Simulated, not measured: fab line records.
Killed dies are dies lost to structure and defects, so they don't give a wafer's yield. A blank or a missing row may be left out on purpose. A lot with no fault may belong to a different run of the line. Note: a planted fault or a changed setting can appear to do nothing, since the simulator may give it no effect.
Chamber matching -- flow sky130 -- SKY_VIA2_CMP_24 on cmp-01 has 4 sister chambers
The step polishes, stops on SiO2, t overpolish 20 s, target thk 0 nm. 4 wafers are shown with their chamber, then 8 later ones without.

== EACH WAFER AND ITS CHAMBER ==
wafer,chamber,motor_current_A (A)
L540.4,0,10.6
L549.2,1,10.3
L549.5,2,10.6
L552.2,3,11.5

== WAFERS WHOSE CHAMBER IS MISSING ==
wafer,motor_current_A (A)
L552.3,11.4
L552.6,10.9
L554.1,9.9
L554.3,11.4
L554.4,11.4
L553.1,11.6
L553.4,10.0
L553.5,11.0

== WHICH CHAMBER EACH WENT THROUGH ==
wafer,from the rows above,in truth
L552.3,3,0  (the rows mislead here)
L552.6,can't be placed: 0 or 2 or 1 or 3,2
L554.1,can't be placed: 1 or 0 or 2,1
L554.3,3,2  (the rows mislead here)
L554.4,3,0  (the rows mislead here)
L553.1,3,3
L553.4,can't be placed: 1 or 0 or 2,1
L553.5,can't be placed: 0 or 2 or 3 or 1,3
Correctly placed: 1 of 8. Unplaceable from these rows: 4, with the true chamber sitting among the candidates in 4. 3 placed wrongly.
How it was worked out, from the rows above alone: a wafer's distance from a chamber is the root of the sum, over the readings, of the square of ((its reading less the chamber's mean) divided by the reading's scatter). If the next closest chamber is less than 2 further off than the closest, the wafer can't be placed; otherwise it belongs to the closest. For every chamber, the mean is computed from those of its wafers that are shown. The scatter (one wafer shown for each chamber): square how far every hidden wafer sits from the nearest shown wafer, average those squares and take the square root.
